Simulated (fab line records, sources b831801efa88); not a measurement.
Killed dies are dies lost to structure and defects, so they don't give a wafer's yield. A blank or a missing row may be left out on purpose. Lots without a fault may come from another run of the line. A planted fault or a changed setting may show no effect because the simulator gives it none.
fab line records | flow gf180mcu | part 1 of 2: steps 1 to 31 of 41
record lots=5 wafers=15 last_day=34
route steps=602 shown M2@368 V2@382
lots that met no fault: from a run of the same line without faults
start_h: hours from the record's first day to the start of the lot's first wafer shown | wait_h: hours since the lot's step before | " the same as in the row above | L1.1+2: a row that stands for several wafers | - no value, or no start given | * or withheld: withheld | < > ~ a bound
route shown NAME@n: a module of which the file shows steps, and the number in the route of the first | usual: mean/standard deviation of fault-free wafers | same: alike in all rows | chamber/n: place in a boat | sites: the reading at each site | _std_site: their standard deviation | _edge_site: outer sites' mean less inner sites' | radius_mm: how far each site lies from the wafer's centre | mask NAME#n: copy n | behind: the tool/chamber that last shaped the wafer | hold: why the lot was held/for how many hours/how that ended | device: the transistor (n, p or np) that didn't switch | end of line: the same wafers' tests at the end of the route | a step without rows: its recipe alone | killed: dies lost to structure and defects at the first sort, not the wafer's yield | map: a wafer's dies, x killed, . not, _ none there
set.NAME: the setting as run; set.NAME@STEP: as run at that earlier step | model.NAME: the simulator's own value behind a step, which no gauge read
lots at some steps of the route; a table a step, a row a wafer
services: from which hour (start_h, from the record's first day; less than 0 if before it) a tool's chamber was out of use, for how many hours, and why
## steps
# step GF_M2_THK_MEAS_06
# recipe thk_meas_gauge=xrf reads=AlCu_of_M2_SPUTTER_02
# usual M2_ALCU_THK=457/4.9
# columns lot.wafer tool chamber start_h wait_h M2_ALCU_THK[nm]
L074.3 film_metro-02 - 413.97 0.1 460
L074.4 " - " " 464
L074.6 " - " " 462
L083.1 film_metro-03 - 499.93 0.1 456
L083.4 " - " " 461
L083.5 " - " " 464
L089.2 film_metro-04 - 545.74 0.1 457
L089.5 " - " " 458
L089.6 " - " " 459
L091.4 film_metro-02 - 560.62 0.1 458
L091.5 " - " " 453
L091.6 " - " " 454
L096.2 film_metro-04 - 602.60 0.1 459
L096.4 " - " " 457
L096.5 " - " " 461
# step GF_M2_DEHYDRATE_07
# recipe temp_c=200 time_s=60
# columns lot.wafer tool chamber start_h wait_h
L074.3+4+6 litho_track-01 0 425.51 11.5
L083.1+4+5 litho_track-02 0 511.03 11.1
L089.2+5+6 litho_track-01 0 555.54 9.8
L091.4+5+6 litho_track-04 0 571.05 10.4
L096.2+4+5 litho_track-04 0 612.15 9.5
# step GF_M2_HMDS_08
# recipe prime_time_s=60 prime_temp_c=120
# same prime_time_s=60
# columns lot.wafer tool chamber start_h wait_h
L074.3+4+6 litho_track-01 0 425.66 0.1
L083.1+4+5 litho_track-02 0 511.18 0.1
L089.2+5+6 litho_track-01 0 555.69 0.1
L091.4+5+6 litho_track-04 0 571.20 0.1
L096.2+4+5 litho_track-04 0 612.30 0.1
# step GF_M2_COAT_09
# recipe resist=KrF spin_rpm=withheld resist_thk_nm=1000
# columns lot.wafer tool chamber start_h wait_h
L074.3+4+6 litho_track-01 0 425.81 0.1
L083.1+4+5 litho_track-02 0 511.33 0.1
L089.2+5+6 litho_track-01 0 555.84 0.1
L091.4+5+6 litho_track-04 0 571.35 0.1
L096.2+4+5 litho_track-04 0 612.45 0.1
# step GF_M2_SOFTBAKE_10
# recipe temp_c=130 time_s=60 resist=KrF
# columns lot.wafer tool chamber start_h wait_h
L074.3+4+6 litho_track-01 0 425.96 0.1
L083.1+4+5 litho_track-02 0 511.48 0.1
L089.2+5+6 litho_track-01 0 555.99 0.1
L091.4+5+6 litho_track-04 0 571.50 0.1
L096.2+4+5 litho_track-04 0 612.60 0.1
# step GF_M2_EXPOSE_11
# recipe mask_id=Metal2 target_cd_nm=280 na=0.68 source_shape=conventional sigma_outer=0.6 dose_mj=28
# usual focus_offset_nm=0.0/0.45 reticle_temp_C=23.01/0.11
# columns lot.wafer tool chamber start_h wait_h mask focus_offset_nm reticle_temp_C
L074.3 krf_scanner-02 0 - - Metal2#0 0.4 23.12
L074.4 " 0 " " Metal2#0 0.2 23.12
L074.6 " 0 " " Metal2#0 0.1 23.09
L083.1 krf_scanner-02 0 - - Metal2#0 0.7 22.92
L083.4 " 0 " " Metal2#0 0.8 23.07
L083.5 " 0 " " Metal2#0 0.3 22.99
L089.2 krf_scanner-01 0 - - Metal2#0 0.5 22.84
L089.5 " 0 " " Metal2#0 -0.2 22.95
L089.6 " 0 " " Metal2#0 -0.3 22.91
L091.4 krf_scanner-02 0 - - Metal2#0 0.0 23.00
L091.5 " 0 " " Metal2#0 0.0 22.97
L091.6 " 0 " " Metal2#0 -1.0 22.91
L096.2 krf_scanner-02 0 - - Metal2#0 -0.1 23.01
L096.4 " 0 " " Metal2#0 -0.9 23.02
L096.5 " 0 " " Metal2#0 0.1 22.95
# step GF_M2_PEB_12
# recipe peb_temp_c=135 peb_time_s=90 resist=KrF
# same peb_time_s=90
# columns lot.wafer tool chamber start_h wait_h
L074.3+4+6 litho_track-04 0 - -
L083.1+4+5 litho_track-02 0 - -
L089.2+5+6 litho_track-02 0 - -
L091.4+5+6 litho_track-04 0 - -
L096.2+4+5 litho_track-04 0 - -
# step GF_M2_DEVELOP_13
# recipe develop_time_s=60 dev_temp_c=21
# columns lot.wafer tool chamber start_h wait_h
L074.3+4+6 litho_track-04 0 438.08 0.1
L083.1+4+5 litho_track-02 0 523.43 0.2
L089.2+5+6 litho_track-02 0 567.16 0.2
L091.4+5+6 litho_track-04 0 582.10 0.1
L096.2+4+5 litho_track-04 0 622.85 0.2
# step GF_M2_CD_MEAS_14
# recipe target_cd_nm=280
# usual cd_nm=280.5/1.2
# columns lot.wafer tool chamber start_h wait_h cd_nm
L074.3 cd_sem-01 - 438.22 0.1 280.8
L074.4 " - " " 282.0
L074.6 " - " " 281.3
L083.1 cd_sem-02 - 523.58 0.1 279.9
L083.4 " - " " 280.8
L083.5 " - " " 281.2
L089.2 cd_sem-01 - 567.30 0.1 280.7
L089.5 " - " " 279.7
L089.6 " - " " 279.4
L091.4 cd_sem-02 - 582.24 0.1 282.7
L091.5 " - " " 280.6
L091.6 " - " " 281.7
L096.2 cd_sem-02 - 623.00 0.1 279.7
L096.4 " - " " 281.0
L096.5 " - " " 280.3
# step GF_M2_OVL_MEAS_15
# usual M2_OVL=-2/5.2
# columns lot.wafer tool chamber start_h wait_h M2_OVL[nm]
L074.3 overlay-01 - 438.31 0.1 2
L074.4 " - " " 3
L074.6 " - " " 1
L083.1 overlay-01 - 523.70 0.1 2
L083.4 " - " " -8
L083.5 " - " " -3
L089.2 overlay-01 - 567.41 0.1 4
L089.5 " - " " 0
L089.6 " - " " 9
L091.4 overlay-01 - 582.34 0.1 -2
L091.5 " - " " -1
L091.6 " - " " 3
L096.2 overlay-01 - 623.10 0.1 -6
L096.4 " - " " -7
L096.5 " - " " -14
# step GF_M2_METAL_ETCH_16
# recipe chemistry=Cl2/BCl3 mask_material=KrF target_depth_nm=627.5 stop_on=SiO2 pressure_mtorr=8 icp_w=800 bias_w=140 Cl2_flow_sccm=80 bcl3_flow_sccm=40 time_s=104.6
# usual drypump_motor_current_A=6.08/0.29 oes_product_au=0.973/0.006 throttle_valve_pct=28.251/0.01
# columns lot.wafer tool chamber start_h wait_h drypump_motor_current_A oes_product_au rf_hours_counter_h throttle_valve_pct
L074.3 rie_metal-03 1 438.37 0.1 6.38 0.971 - 28.240
L074.4 " 0 " " 5.96 0.981 - 28.246
L074.6 " 1 " " 6.38 0.981 - 28.252
L083.1 rie_metal-03 1 523.74 0.0 6.36 0.975 3 28.263
L083.4 " 1 " " 6.36 0.969 - 28.241
L083.5 " 1 " " 6.39 0.969 - 28.242
L089.2 rie_metal-02 1 567.44 0.0 6.06 0.973 8 28.242
L089.5 " 0 " " 5.64 0.969 - 28.271
L089.6 " 1 " " 6.04 0.973 - 28.237
L091.4 rie_metal-03 1 582.39 0.0 6.38 0.968 - 28.258
L091.5 " 0 " " 5.95 0.957 - 28.264
L091.6 " 1 " " 6.37 0.971 - 28.265
L096.2 rie_metal-01 1 623.13 0.0 5.53 0.982 6 28.250
L096.4 " 1 " " 5.55 0.973 - 28.238
L096.5 " 1 " " 5.53 0.977 - 28.229
# step GF_M2_STRIP_17
# recipe chemistry=O2/N2 power_w=1400 pressure_mtorr=1500 platen_temp_c=250 o2_flow_sccm=3000 n2_flow_sccm=300 overash_fraction=0.5
# usual drypump_motor_current_A=5.9/0.41 heater_power_w=334/19 oes_product_au=0.558/0.0051 strip_time_to_endpoint_s=7.86/0.043
# columns lot.wafer tool chamber start_h wait_h drypump_motor_current_A heater_power_w oes_product_au rf_hours_counter_h strip_time_to_endpoint_s
L074.3 plasma_asher-03 0 438.48 0.1 6.2 378 0.557 - 7.87
L074.4 " 1 " " 5.4 322 0.551 - 7.84
L074.6 " 1 " " 5.4 321 0.556 - 7.86
L083.1 plasma_asher-03 0 523.85 0.1 6.2 379 0.557 92 7.85
L083.4 " 0 " " 6.2 368 0.559 - 7.86
L083.5 " 0 " " 6.3 387 0.558 - 7.81
L089.2 plasma_asher-04 0 567.55 0.1 6.3 350 0.554 13 7.87
L089.5 " 1 " " 5.3 320 0.557 - 7.83
L089.6 " 0 " " 6.3 354 0.553 - 7.80
L091.4 plasma_asher-04 1 582.50 0.1 5.3 312 0.550 - 7.88
L091.5 " 1 " " 5.3 320 0.568 - 7.89
L091.6 " 0 " " 6.3 342 0.565 - 7.92
L096.2 plasma_asher-04 1 623.24 0.1 5.3 323 0.569 19 7.85
L096.4 " 1 " " 5.3 321 0.558 - 7.84
L096.5 " 0 " " 6.3 340 0.560 - 7.88
# step GF_M2_STRIP_18
# recipe chemistry=post_etch_residue_remover time_s=1200 temp_c=72.5
# columns lot.wafer tool chamber start_h wait_h
L074.3+4+6 wet_bench-01 1 438.55 0.0
L083.1+4+5 wet_bench-01 2 523.95 0.1
L089.2+5+6 wet_bench-02 1 567.65 0.1
L091.4+5+6 wet_bench-02 1 582.57 0.0
L096.2+4+5 wet_bench-02 0 623.34 0.1
# step GF_M2_CLEAN_19
# recipe chemistry=DIW dry=n2_spin
# columns lot.wafer tool chamber start_h wait_h
L074.3+4+6 wet_bench-02 1 438.89 0.0
L083.1+4+5 wet_bench-04 2 524.29 0.0
L089.2+5+6 wet_bench-04 2 567.99 0.0
L091.4+5+6 wet_bench-01 2 582.91 0.0
L096.2+4+5 wet_bench-04 1 623.72 0.0
# step GF_V2_CVD_00
# recipe material=SiO2 target_thk_nm=600 sigma_open_frac=0.3 temp_c=400 time_s=100 sih4_flow_sccm=60 pressure_mtorr=6
# usual sih4_flow_sccm=60.00/0.18
# columns lot.wafer tool chamber start_h wait_h sih4_flow_sccm
L074.3 hdpcvd-02 2 438.98 0.0 60.34
L074.4 " 1 " " 59.98
L074.6 " 0 " " 59.66
L083.1 hdpcvd-02 2 524.39 0.0 60.00
L083.4 " 0 " " 59.65
L083.5 " 1 " " 59.98
L089.2 hdpcvd-02 2 568.08 0.0 60.12
L089.5 " 1 " " 59.97
L089.6 " 2 " " 60.26
L091.4 hdpcvd-02 2 583.03 0.0 60.04
L091.5 " 0 " " 60.00
L091.6 " 1 " " 59.76
L096.2 hdpcvd-02 2 623.81 0.0 60.20
L096.4 " 0 " " 59.74
L096.5 " 1 " " 59.92
# step GF_V2_THK_MEAS_01
# recipe reads=SiO2_of_V2_CVD_00
# usual V2_CVD_00_THK=602/6.7
# columns lot.wafer tool chamber start_h wait_h V2_CVD_00_THK[nm]
L074.3 film_metro-01 - 439.07 0.1 605
L074.4 " - " " 604
L074.6 " - " " 606
L083.1 film_metro-04 - 524.47 0.0 593
L083.4 " - " " 599
L083.5 " - " " 603
L089.2 film_metro-01 - 568.17 0.0 602
L089.5 " - " " 601
L089.6 " - " " 602
L091.4 film_metro-03 - 583.10 0.0 608
L091.5 " - " " 618
L091.6 " - " " 603
L096.2 film_metro-01 - 623.89 0.0 603
L096.4 " - " " 608
L096.5 " - " " 606
# step GF_V2_CVD_02
# recipe material=SiO2 target_thk_nm=850 precursor=TEOS temp_c=400 time_s=94.851 rf_w=600
# usual heater_power_w=662/110
# columns lot.wafer tool chamber start_h wait_h heater_power_w
L074.3 pecvd-02 2 439.11 0.0 673
L074.4 " 1 " " 859
L074.6 " 0 " " 573
L083.1 pecvd-02 2 524.53 0.1 740
L083.4 " 1 " " 764
L083.5 " 0 " " 589
L089.2 pecvd-01 0 568.22 0.0 671
L089.5 " 1 " " 594
L089.6 " 2 " " 748
L091.4 pecvd-02 2 583.17 0.1 662
L091.5 " 0 " " 530
L091.6 " 1 " " 835
L096.2 pecvd-03 2 623.94 0.0 716
L096.4 " 2 " " 767
L096.5 " 1 " " 478
# step GF_V2_THK_MEAS_03
# recipe reads=SiO2_of_V2_CVD_02
# usual V2_CVD_02_THK=851/10
# columns lot.wafer tool chamber start_h wait_h V2_CVD_02_THK[nm]
L074.3 film_metro-01 - 439.20 0.1 840
L074.4 " - " " 848
L074.6 " - " " 846
L083.1 film_metro-01 - 524.60 0.0 836
L083.4 " - " " 843
L083.5 " - " " 849
L089.2 film_metro-03 - 568.30 0.0 851
L089.5 " - " " 868
L089.6 " - " " 883
L091.4 film_metro-01 - 583.23 0.0 854
L091.5 " - " " 865
L091.6 " - " " 844
L096.2 film_metro-04 - 624.05 0.1 843
L096.4 " - " " 863
L096.5 " - " " 863
# step GF_V2_CMP_04
# recipe material=SiO2 down_force_psi=4 platen_rpm=60 pad_velocity_m_s=0.94248
# usual head_pressure_psi=4.000/0.0091 motor_current_A=12.6/1.4 time_to_endpoint_s=79/4.9
# columns lot.wafer tool chamber start_h wait_h head_pressure_psi motor_current_A time_to_endpoint_s
L074.3 cmp-02 1 439.29 0.1 4.005 13.0 72
L074.4 " 3 " " 3.998 12.3 80
L074.6 " 1 " " 3.995 12.4 75
L083.1 cmp-01 2 524.71 0.1 4.003 14.3 71
L083.4 " 0 " " 3.998 11.8 77
L083.5 " 2 " " 4.003 13.9 74
L089.2 cmp-02 1 568.35 0.0 3.995 12.6 77
L089.5 " 1 " " 4.006 13.1 84
L089.6 " 2 " " 3.998 9.9 90
L091.4 cmp-02 2 583.36 0.1 4.016 10.3 80
L091.6 " 0 " " 4.003 12.3 71
L091.5 " 1 " " 3.994 12.7 83
L096.2 cmp-01 2 624.10 0.0 4.027 14.1 72
L096.4 " 0 " " 3.999 11.9 83
L096.5 " 2 " " 4.004 13.7 76
# step GF_V2_BOW_MEAS_05
# recipe mode=bow
# usual V2_BOW=101/8.1
# columns lot.wafer tool chamber start_h wait_h V2_BOW[um]
L074.3 film_metro-01 - 439.58 0.2 97
L074.4 " - " " 95
L074.6 " - " " 106
L083.1 film_metro-04 - 524.96 0.2 106
L083.4 " - " " 98
L083.5 " - " " 91
L089.2 film_metro-01 - 568.67 0.3 115
L089.5 " - " " 103
L089.6 " - " " 106
L091.4 film_metro-04 - 583.62 0.2 99
L091.5 " - " " 112
L091.6 " - " " 114
L096.2 film_metro-01 - 624.42 0.3 110
L096.4 " - " " 106
L096.5 " - " " 93
# step GF_V2_DEHYDRATE_06
# recipe temp_c=200 time_s=60
# columns lot.wafer tool chamber start_h wait_h
L074.3+4+6 litho_track-01 0 451.01 11.4
L083.1+4+5 litho_track-01 0 535.31 10.3
L089.2+5+6 litho_track-02 0 578.36 9.7
L091.4+5+6 litho_track-02 0 593.66 10.0
L096.2+4+5 litho_track-02 0 634.11 9.7
# step GF_V2_HMDS_07
# recipe prime_time_s=60 prime_temp_c=120
# same prime_time_s=60
# columns lot.wafer tool chamber start_h wait_h
L074.3+4+6 litho_track-01 0 451.16 0.1
L083.1+4+5 litho_track-01 0 535.46 0.1
L089.2+5+6 litho_track-02 0 578.51 0.1
L091.4+5+6 litho_track-02 0 593.81 0.1
L096.2+4+5 litho_track-02 0 634.26 0.1
# step GF_V2_COAT_08
# recipe resist=BARC temp_c=withheld time_s=withheld spin_rpm=withheld resist_thk_nm=withheld
# columns lot.wafer tool chamber start_h wait_h
L074.3+4+6 litho_track-01 0 451.31 0.1
L083.1+4+5 litho_track-01 0 535.61 0.1
L089.2+5+6 litho_track-02 0 578.66 0.1
L091.4+5+6 litho_track-02 0 593.96 0.1
L096.2+4+5 litho_track-02 0 634.41 0.1
# step GF_V2_COAT_09
# recipe resist=KrF spin_rpm=withheld resist_thk_nm=1000
# columns lot.wafer tool chamber start_h wait_h
L074.3+4+6 litho_track-01 0 - -
L083.1+4+5 litho_track-01 0 - -
L089.2+5+6 litho_track-02 0 - -
L091.4+5+6 litho_track-02 0 - -
L096.2+4+5 litho_track-02 0 - -
# step GF_V2_SOFTBAKE_10
# recipe temp_c=130 time_s=60 resist=KrF
# columns lot.wafer tool chamber start_h wait_h
L074.3+4+6 litho_track-01 0 - -
L083.1+4+5 litho_track-01 0 - -
L089.2+5+6 litho_track-02 0 - -
L091.4+5+6 litho_track-02 0 - -
L096.2+4+5 litho_track-02 0 - -
# step GF_V2_EXPOSE_11
# recipe mask_id=Via2 target_cd_nm=260 na=0.68 source_shape=conventional sigma_outer=0.6 dose_mj=38
# usual focus_offset_nm=0.1/0.5 reticle_temp_C=23.02/0.11
# columns lot.wafer tool chamber start_h wait_h mask focus_offset_nm reticle_temp_C
L074.3 krf_scanner-02 0 - - Via2#0 0.2 23.07
L074.4 " 0 " " Via2#0 -0.6 22.92
L074.6 " 0 " " Via2#0 -0.7 22.91
L083.1 krf_scanner-02 0 - - Via2#0 0.3 22.96
L083.4 " 0 " " Via2#0 0.6 22.91
L083.5 " 0 " " Via2#0 0.5 23.03
L089.2 krf_scanner-01 0 - - Via2#0 0.4 22.87
L089.5 " 0 " " Via2#0 -0.6 22.92
L089.6 " 0 " " Via2#0 -0.3 23.05
L091.4 krf_scanner-01 0 - - Via2#0 0.4 22.98
L091.5 " 0 " " Via2#0 -0.2 22.83
L091.6 " 0 " " Via2#0 0.8 22.97
L096.2 krf_scanner-01 0 - - Via2#0 -0.3 23.06
L096.4 " 0 " " Via2#0 -0.4 23.13
L096.5 " 0 " " Via2#0 0.2 22.86
# step GF_V2_PEB_12
# recipe peb_temp_c=135 peb_time_s=90 resist=KrF
# same peb_time_s=90
# columns lot.wafer tool chamber start_h wait_h
L074.3+4+6 litho_track-01 0 - -
L083.1+4+5 litho_track-02 0 - -
L089.2+5+6 litho_track-01 0 - -
L091.4+5+6 litho_track-02 0 - -
L096.2+4+5 litho_track-02 0 - -
# step GF_V2_DEVELOP_13
# recipe develop_time_s=60 resist=KrF dev_temp_c=21
# columns lot.wafer tool chamber start_h wait_h
L074.3+4+6 litho_track-01 0 463.76 0.1
L083.1+4+5 litho_track-02 0 547.18 0.2
L089.2+5+6 litho_track-01 0 589.79 0.2
L091.4+5+6 litho_track-02 0 604.31 0.1
L096.2+4+5 litho_track-02 0 644.41 0.2
# step GF_V2_CD_MEAS_14
# recipe target_cd_nm=260
# usual cd_nm=259.4/1.4
# columns lot.wafer tool chamber start_h wait_h cd_nm
L074.3 cd_sem-01 - 463.95 0.2 259.7
L074.4 " - " " 259.5
L074.6 " - " " 261.0
L083.1 cd_sem-01 - 547.33 0.1 257.6
L083.4 " - " " 258.6
L083.5 " - " " 257.4
L089.2 cd_sem-02 - 589.93 0.1 259.0
L089.5 " - " " 259.0
L089.6 " - " " 258.0
L091.4 cd_sem-02 - 604.44 0.1 258.5
L091.5 " - " " 259.3
L091.6 " - " " 260.3
L096.2 cd_sem-01 - 644.60 0.2 258.5
L096.4 " - " " 258.8
L096.5 " - " " 258.0
# step GF_V2_OVL_MEAS_15
# usual V2_OVL=1/6.4
# columns lot.wafer tool chamber start_h wait_h V2_OVL[nm]
L074.3 overlay-01 - 464.04 0.1 3
L074.4 " - " " -6
L074.6 " - " " 0
L083.1 overlay-01 - 547.45 0.1 -2
L083.4 " - " " -9
L083.5 " - " " -11
L089.2 overlay-01 - 590.04 0.1 -4
L089.5 " - " " -2
L089.6 " - " " -5
L091.4 overlay-01 - 604.52 0.1 8
L091.5 " - " " 15
L091.6 " - " " 8
L096.2 overlay-01 - 644.71 0.1 10
L096.4 " - " " 1
L096.5 " - " " 6
# step GF_V2_ETCH_16
# recipe chemistry=N2/H2 target_depth_a=withheld overetch_a=withheld time_s=withheld target=BARC ion_energy_ev=200 source_w=500 bias_w=100 pressure_mtorr=30 n2_flow_sccm=100 h2_flow_sccm=200
# usual drypump_motor_current_A=5.9/0.54 h2_flow_sccm=199.9/0.61 oes_product_au=0.855/0.005 throttle_valve_pct=13.226/0.0087
# columns lot.wafer tool chamber start_h wait_h drypump_motor_current_A h2_flow_sccm oes_product_au throttle_valve_pct
L074.3 rie_diel-01 3 464.06 0.0 6.6 199.7 0.858 13.229
L074.4 " 0 " " 5.4 199.9 0.855 13.209
L074.6 " 1 " " 6.2 200.4 0.852 13.238
L083.1 rie_diel-03 2 547.49 0.0 5.9 199.6 0.851 13.221
L083.4 " 3 " " 5.1 199.8 0.853 13.223
L083.5 " 0 " " 5.1 198.8 0.851 13.219
L089.2 rie_diel-01 3 590.07 0.0 6.5 200.6 0.854 13.212
L089.5 " 2 " " 6.3 200.8 0.857 13.227
L089.6 " 3 " " 6.5 200.3 0.851 13.225
L091.4 rie_diel-04 0 604.54 0.0 4.8 199.8 0.864 13.241
L091.5 " 2 " " 5.9 199.1 0.856 13.213
L091.6 " 3 " " 5.6 199.7 0.862 13.228
L096.2 rie_diel-01 1 644.74 0.0 6.2 200.3 0.855 13.228
L096.4 " 2 " " 6.3 200.9 0.866 13.219
L096.5 " 3 " " 6.5 201.4 0.853 13.222
